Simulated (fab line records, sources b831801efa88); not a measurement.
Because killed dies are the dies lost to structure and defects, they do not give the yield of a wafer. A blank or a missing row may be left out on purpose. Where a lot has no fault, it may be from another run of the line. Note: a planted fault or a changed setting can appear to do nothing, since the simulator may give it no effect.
fab line records	flow gf180mcu
record: lots: 13	wafers: 39	last-day: 34
route steps=602 shown STI@4 NSD@247 V1@336
lots that met no fault: from a run of the same line without faults
start-h: hours from the record's opening day to when the first of the lot's shown wafers began	wait-h: hours from the lot's prior step to this one	" same as the row above	L1.1+2: a row that stands for several wafers	- no value, or no start was given	* or withheld: withheld	< > ~ a bound
route shown NAME@n: names a module that has steps shown in the file, with the first one's number in the route	usual: mean/standard deviation of fault-free wafers	same: alike in all rows	chamber/n: place in a boat	sites: the reading at each site	_std_site: the standard deviation of these	_edge_site: outer sites' mean less inner sites'	radius-mm: how far each site lies from the wafer's centre	mask NAME#n: copy n	behind: the most recent tool/chamber to have shaped the wafer	hold: cause of the lot's hold/its duration in hours/its outcome	device: the transistor (n, p or np) that didn't switch	end of line: at the end of the route, the tests of the same wafers	a step without rows: its recipe alone	killed: at the first sort, the dies lost to defects and structure; wafer yield is something else	map: a wafer's dies, marking killed ones x, the rest . and places with no die _
set.NAME: the setting that was run; set.NAME@STEP: the one run at that earlier step	model.NAME: the simulator's own value behind a step, which no gauge read
a sample of lots followed through the steps of the route, with each step as a table and each wafer as a row
services: a tool's chamber out of use, with start hour (start-h, from the record's first day; less than 0 if before it), hours out, and reason
== steps ==
step: GF_STI_CVD_03
recipe: material: Si3N4	precursor: DCS/NH3	target-thk-nm: 207.16	temp-c: 770	time-s: 3551	pressure-mtorr: 250
usual: spike-tc-bottom-C: 787.8/1.4	spike-tc-centre-C: 770.3/1	spike-tc-lower-C: 770.7/1.2	spike-tc-top-C: 784.8/1.3	spike-tc-upper-C: 769.5/1.4	susceptor-temp-C: 769.9/0.31	zone-power-bottom-pct: 20.6/2.8	zone-power-top-pct: 25.0/0.63
lot.wafer	tool	chamber	start-h	wait-h	spike-tc-bottom-C	spike-tc-centre-C	spike-tc-lower-C	spike-tc-top-C	spike-tc-upper-C	susceptor-temp-C	zone-power-bottom-pct	zone-power-top-pct
L565.3	lpcvd-01	1	12.97	0.0	789.1	772.0	771.4	784.8	770.1	769.9	23.4	26.5
L565.5	"	1	"	"	789.7	771.3	770.5	786.6	770.7	770.5	23.6	26.6
L565.6	"	1	"	"	789.4	771.1	770.7	785.5	770.4	770.1	23.4	26.6
L566.1	lpcvd-02	1	16.59	0.1	787.4	769.0	769.2	786.9	768.6	770.3	16.2	24.9
L566.2	"	1	"	"	787.4	768.6	768.6	787.4	769.9	770.0	15.7	25.3
L566.3	"	1	"	"	788.0	770.5	769.1	786.9	768.1	769.9	16.0	25.9
L567.1	lpcvd-02	1	21.57	0.1	789.8	769.7	768.0	786.3	767.6	769.9	15.7	24.9
L567.2	"	1	"	"	788.0	772.4	770.6	785.5	768.6	769.5	15.7	25.1
L567.3	"	1	"	"	787.8	770.3	769.0	785.4	768.2	770.0	15.9	25.1
L568.1	lpcvd-01	0	26.57	0.1	785.7	771.2	770.6	785.7	768.7	770.2	22.7	24.6
L568.5	"	0	"	"	788.1	769.9	772.4	785.7	768.0	769.7	22.6	24.8
L568.6	"	0	"	"	786.8	768.7	771.7	784.4	769.1	769.6	22.6	25.1
L570.1	lpcvd-01	1	36.57	0.1	788.0	769.0	771.2	785.1	771.1	769.7	23.5	26.3
L570.4	"	1	"	"	787.7	770.7	771.3	786.1	770.9	770.3	23.4	26.8
L570.6	"	1	"	"	788.1	770.5	771.3	784.8	771.7	770.3	23.5	26.1
L571.3	lpcvd-01	0	41.58	0.0	787.7	769.1	770.3	784.2	769.8	769.9	22.4	24.8
L571.5	"	0	"	"	787.3	770.2	770.2	785.1	768.3	770.2	22.1	24.9
L571.6	"	0	"	"	787.1	768.8	771.2	786.1	770.9	769.9	22.4	24.9
L573.1	lpcvd-01	0	51.78	0.1	787.0	770.2	770.8	784.6	768.5	769.7	22.5	24.9
L573.5	"	0	"	"	787.9	769.5	770.3	784.0	768.3	770.1	22.2	24.5
L573.6	"	0	"	"	786.5	769.6	771.0	785.4	770.6	770.0	22.5	25.0
L575.1	lpcvd-02	0	62.13	0.1	788.8	770.1	770.4	783.8	768.8	769.9	19.9	24.8
L575.2	"	0	"	"	787.3	772.2	771.3	784.4	769.3	769.7	19.8	24.4
L575.4	"	0	"	"	789.5	770.1	772.5	782.5	769.7	770.3	20.0	24.7
L577.1	lpcvd-01	0	71.57	0.1	786.8	769.6	771.3	783.8	769.9	769.3	22.6	24.1
L577.2	"	0	"	"	786.7	769.0	770.5	783.8	769.3	769.9	22.6	25.0
L577.4	"	0	"	"	785.5	769.2	770.9	784.1	767.8	769.8	22.6	24.6
L578.4	lpcvd-02	1	77.19	0.0	787.7	771.5	768.9	786.0	771.5	770.4	16.0	25.0
L578.5	"	1	"	"	785.7	768.9	770.3	785.8	769.2	769.9	15.4	25.3
L578.6	"	1	"	"	790.2	771.3	771.0	786.2	769.2	769.9	15.8	25.1
L586.3	lpcvd-01	1	117.93	0.0	821.7	804.0	803.1	819.2	805.0	803.3	25.4	28.3
L586.5	"	1	"	"	821.9	804.4	804.4	816.4	805.6	803.5	25.7	28.1
L586.6	"	1	"	"	821.6	804.2	804.9	818.1	805.4	803.2	25.7	28.1
L587.1	lpcvd-01	0	122.02	0.1	820.6	804.2	804.6	818.2	802.5	803.1	24.5	26.6
L587.3	"	0	"	"	819.6	803.7	803.8	817.8	803.4	803.6	24.7	26.3
L587.5	"	0	"	"	820.1	804.5	803.8	816.6	802.2	803.4	24.1	26.0
L588.4	lpcvd-02	0	127.17	0.0	789.8	769.3	770.4	783.4	768.7	769.6	20.2	24.9
L588.5	"	0	"	"	788.2	770.6	770.9	782.2	771.5	770.1	19.9	24.7
L588.6	"	0	"	"	788.9	771.2	770.3	783.5	771.3	769.4	19.7	24.6
step: GF_STI_THK_MEAS_04
recipe: reads: Si3N4_of_STI_CVD_03
usual: STI_CVD_03_THK: 207.8/2.1
lot.wafer	tool	chamber	start-h	wait-h	hold	STI_CVD_03_THK[nm]
L565.3	film-metro-03	-	14.98	0.0	-	209.8
L565.5	"	-	"	"	-	208.1
L565.6	"	-	"	"	-	209.3
L566.1	film-metro-04	-	18.58	0.0	-	210.8
L566.2	"	-	"	"	-	209.8
L566.3	"	-	"	"	-	210.7
L567.1	film-metro-01	-	23.56	0.0	-	210.9
L567.2	"	-	"	"	-	210.0
L567.3	"	-	"	"	-	210.3
L568.1	film-metro-03	-	28.56	0.0	-	207.6
L568.5	"	-	"	"	-	208.2
L568.6	"	-	"	"	-	208.5
L570.1	film-metro-04	-	38.56	0.0	-	204.7
L570.4	"	-	"	"	-	206.0
L570.6	"	-	"	"	-	204.3
L571.3	film-metro-03	-	43.59	0.0	-	206.2
L571.5	"	-	"	"	-	206.1
L571.6	"	-	"	"	-	205.3
L573.1	film-metro-03	-	53.76	0.0	-	206.3
L573.5	"	-	"	"	-	203.5
L573.6	"	-	"	"	-	203.8
L575.1	film-metro-03	-	64.11	0.0	-	210.1
L575.2	"	-	"	"	-	209.6
L575.4	"	-	"	"	-	208.2
L577.1	film-metro-01	-	73.56	0.0	-	208.4
L577.2	"	-	"	"	-	209.5
L577.4	"	-	"	"	-	208.0
L578.4	film-metro-03	-	79.21	0.0	-	209.1
L578.5	"	-	"	"	-	208.4
L578.6	"	-	"	"	-	209.3
L586.3	film-metro-04	-	119.94	0.0	await-dispo/0.2h/release	363.5
L586.5	"	-	"	"	await-dispo/0.2h/release	362.8
L586.6	"	-	"	"	await-dispo/0.2h/release	362.5
L586.3	film-metro-04	-	120.16	0.2	-	363.3
L586.5	"	-	"	"	-	362.8
L586.6	"	-	"	"	-	362.3
L587.1	film-metro-03	-	124.01	0.0	await-dispo/0.2h/release	360.4
L587.3	"	-	"	"	await-dispo/0.2h/release	361.6
L587.5	"	-	"	"	await-dispo/0.2h/release	361.4
L587.1	film-metro-03	-	124.23	0.2	-	360.4
L587.3	"	-	"	"	-	361.3
L587.5	"	-	"	"	-	361.3
L588.4	film-metro-03	-	129.19	0.0	-	209.2
L588.5	"	-	"	"	-	208.8
L588.6	"	-	"	"	-	207.7
step: GF_NSD_TW_MEAS_12
usual: NSD_TW: 4250/53
lot.wafer	tool	chamber	start-h	wait-h	NSD_TW
L565.3	film-metro-02	-	301.66	0.1	4197
L565.5	"	-	"	"	4189
L565.6	"	-	"	"	4185
L566.1	film-metro-03	-	313.61	0.1	4343
L566.2	"	-	"	"	4314
L566.3	"	-	"	"	4329
L567.1	film-metro-03	-	326.21	0.1	4316
L567.2	"	-	"	"	4328
L567.3	"	-	"	"	4342
L568.1	film-metro-04	-	337.44	0.1	4217
L568.5	"	-	"	"	4233
L568.6	"	-	"	"	4227
L570.1	film-metro-03	-	342.96	0.1	4290
L570.4	"	-	"	"	4303
L570.6	"	-	"	"	4289
L571.3	film-metro-02	-	352.58	0.1	4183
L571.5	"	-	"	"	4208
L571.6	"	-	"	"	4204
L573.1	film-metro-02	-	362.46	0.1	4210
L573.5	"	-	"	"	4178
L573.6	"	-	"	"	4211
L575.1	film-metro-04	-	379.24	0.1	4247
L575.2	"	-	"	"	4229
L575.4	"	-	"	"	4230
L577.1	film-metro-04	-	402.41	0.1	4239
L577.2	"	-	"	"	4230
L577.4	"	-	"	"	4243
L578.4	film-metro-02	-	403.57	0.1	4202
L578.5	"	-	"	"	4191
L578.6	"	-	"	"	4223
L588.4	film-metro-03	-	473.92	0.1	4302
L588.5	"	-	"	"	4321
L588.6	"	-	"	"	4319
step: GF_V1_THK_MEAS_01
recipe: reads: SiO2_of_V1_CVD_00
usual: V1_CVD_00_THK: 601/8.2
lot.wafer	tool	chamber	start-h	wait-h	V1_CVD_00_THK[nm]
L565.3	film-metro-04	-	393.59	0.1	594
L565.5	"	-	"	"	614
L565.6	"	-	"	"	602
L566.1	film-metro-03	-	407.89	0.1	598
L566.2	"	-	"	"	600
L566.3	"	-	"	"	593
L567.1	film-metro-03	-	419.47	0.0	622
L567.2	"	-	"	"	610
L567.3	"	-	"	"	606
L568.1	film-metro-01	-	432.08	0.0	598
L568.5	"	-	"	"	603
L568.6	"	-	"	"	598
L570.1	film-metro-03	-	437.98	0.0	605
L570.4	"	-	"	"	595
L570.6	"	-	"	"	604
L571.3	film-metro-03	-	450.07	0.1	608
L571.5	"	-	"	"	613
L571.6	"	-	"	"	610
L573.1	film-metro-04	-	460.85	0.0	608
L573.5	"	-	"	"	592
L573.6	"	-	"	"	604
L575.1	film-metro-01	-	479.94	0.0	589
L575.2	"	-	"	"	593
L575.4	"	-	"	"	593
L577.1	film-metro-03	-	501.77	0.0	598
L577.2	"	-	"	"	596
L577.4	"	-	"	"	603
L578.4	film-metro-03	-	504.13	0.0	602
L578.5	"	-	"	"	596
L578.6	"	-	"	"	604
L588.4	film-metro-01	-	569.05	0.0	599
L588.5	"	-	"	"	599
L588.6	"	-	"	"	604
step: GF_V1_CVD_02
recipe: material: SiO2	target-thk-nm: 850	precursor: TEOS	temp-c: 400	time-s: 94.851	rf-w: 622.7
usual: heater-power-w: 708/81	susceptor-temp-C: 399.98/0.22
lot.wafer	tool	chamber	start-h	wait-h	heater-power-w	since-wet-clean-h	susceptor-temp-C
L565.3	pecvd-03	0	393.63	0.0	770	219	399.81
L565.5	"	1	"	"	890	-	399.86
L565.6	"	2	"	"	636	-	400.51
L566.1	pecvd-02	0	407.95	0.1	637	25	400.19
L566.2	"	1	"	"	625	25	400.08
L566.3	"	2	"	"	713	25	400.28
L567.1	pecvd-03	2	419.53	0.1	718	245	399.70
L567.2	"	1	"	"	904	245	400.01
L567.3	"	0	"	"	766	245	400.06
L568.1	pecvd-04	1	432.14	0.1	767	674	400.25
L568.5	"	1	"	"	614	-	399.94
L568.6	"	0	"	"	589	-	399.99
L570.1	pecvd-03	2	438.04	0.1	810	263	399.85
L570.4	"	1	"	"	865	-	399.89
L570.6	"	0	"	"	603	-	399.70
L571.3	pecvd-04	1	450.11	0.0	778	692	399.96
L571.5	"	2	"	"	662	-	399.71
L571.6	"	0	"	"	726	-	400.07
L573.1	pecvd-03	2	460.91	0.1	810	286	399.98
L573.5	"	1	"	"	828	-	400.15
L573.6	"	2	"	"	659	-	399.94
L575.1	pecvd-04	2	480.00	0.1	679	722	399.90
L575.2	"	1	"	"	696	722	399.85
L575.4	"	1	"	"	750	-	400.26
L577.1	pecvd-02	1	501.83	0.1	747	119	399.57
L577.2	"	2	"	"	720	119	399.92
L577.4	"	1	"	"	603	-	399.91
L578.4	pecvd-03	1	504.19	0.1	822	-	399.89
L578.5	"	2	"	"	799	-	400.29
L578.6	"	0	"	"	626	-	400.12
L588.4	pecvd-04	0	569.12	0.1	585	-	399.69
L588.5	"	2	"	"	782	-	399.61
L588.6	"	1	"	"	694	-	400.21
== services ==
tool	chamber	start-h	hours	kind
lpcvd-02	-	24.16	1.7	repair
pecvd-04	-	47.40	5.5	pm
pecvd-03	-	90.83	0.7	repair
pecvd-03	-	113.37	0.5	repair
pecvd-03	1	144.47	5.9	repair
pecvd-03	-	160.62	14.0	pm
pecvd-03	0	160.62	14.0	vent-cycle
pecvd-03	-	207.85	1.9	repair
pecvd-03	-	252.04	1.5	repair
pecvd-04	0	289.78	15.9	repair
pecvd-02	-	294.14	1.0	repair
pecvd-02	-	368.88	14.0	pm
lpcvd-02	-	373.97	0.3	repair
pecvd-02	-	396.75	0.8	repair
pecvd-03	-	397.10	2.5	repair
lpcvd-01	-	426.32	6.1	pm
lpcvd-02	-	451.05	14.6	pm
pecvd-04	-	453.50	2.8	pm
lpcvd-02	-	492.80	2.8	pm
pecvd-04	-	526.88	1.7	repair
pecvd-04	2	548.33	3.4	repair
pecvd-04	-	553.22	0.7	repair
pecvd-02	1	562.99	6.6	repair
pecvd-03	-	567.40	6.0	pm
== key ==
first-sign: step: GF_STI_CVD_03	reading: susceptor-temp-C	direction: up	sigmas: 99+	usual: *	struck: *
effect: step: GF_STI_CVD_03	reading: spike-tc-centre-C	direction: up	sigmas: 33	usual: 770.3	struck: 804.2
effect: step: GF_STI_THK_MEAS_04	reading: visit	direction: added
effect: step: GF_STI_THK_MEAS_04	reading: STI_CVD_03_THK	direction: up	sigmas: 73	usual: 207.8	struck: 362.1
met-at GF_STI_CVD_03
struck-lots L586,L587
scrapped-behind GF_STI_THK_MEAS_04 L586.3,L586.5,L586.6,L587.1,L587.3,L587.5
not-acting-at GF_NSD_TW_MEAS_12,GF_V1_THK_MEAS_01,GF_V1_CVD_02
onset-between 71.57 117.93
fault: kind: process-parameter-drift	tool: lpcvd-01	chamber: -	onset-h: 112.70	steps: GF_STI_CVD_03	channel: temp-c	offset: *	shape: step	end-h: 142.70	acts-in: *	stated: *
